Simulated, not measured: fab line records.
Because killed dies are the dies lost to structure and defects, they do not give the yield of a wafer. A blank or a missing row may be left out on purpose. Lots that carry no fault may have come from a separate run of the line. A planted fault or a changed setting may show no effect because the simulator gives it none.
Matching of chambers ; flow gf180mcu ; GF_V5_ETCH_16 on rie diel-04: 4 sister chambers
The step etches BARC in N2/H2. 4 wafers are shown with their chamber, then 9 later ones without.

== WAFERS PAIRED WITH THEIR CHAMBERS ==
wafer;chamber;drypump motor current A (A)
L082.2;3;6.0
L089.2;1;5.1
L089.3;2;5.9
L089.5;0;5.6

== WAFERS WITHOUT THEIR CHAMBER ==
wafer;drypump motor current A (A)
L091.2;5.7
L091.3;5.2
L091.4;6.0
L092.1;5.1
L092.2;6.0
L092.4;5.9
L096.1;5.9
L096.2;5.2
L096.5;5.9

== CHAMBER TAKEN BY EACH ==
wafer;from the rows above;in truth
L091.2;can't be placed: 0 or 2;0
L091.3;1;1
L091.4;can't be placed: 3 or 2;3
L092.1;1;1
L092.2;can't be placed: 3 or 2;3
L092.4;can't be placed: 2 or 3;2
L096.1;can't be placed: 2 or 3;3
L096.2;1;1
L096.5;can't be placed: 2 or 3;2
Correct placement for 3 of the 9. Cannot be placed on the basis of these rows: 6; the candidates contain the true chamber in 6. Placed wrongly: 0.
How it was worked out, from the rows above alone: a wafer's distance from a chamber is the root of the sum, over the readings, of the square of ((its reading less the chamber's mean) divided by the reading's scatter). If the next closest chamber is less than 2 further off than the closest, the wafer can't be placed; otherwise it belongs to the closest. The mean given for a chamber averages the wafers shown for that chamber. The scatter: root of mean squared gap, hidden wafer to nearest shown wafer, with one shown wafer a chamber.
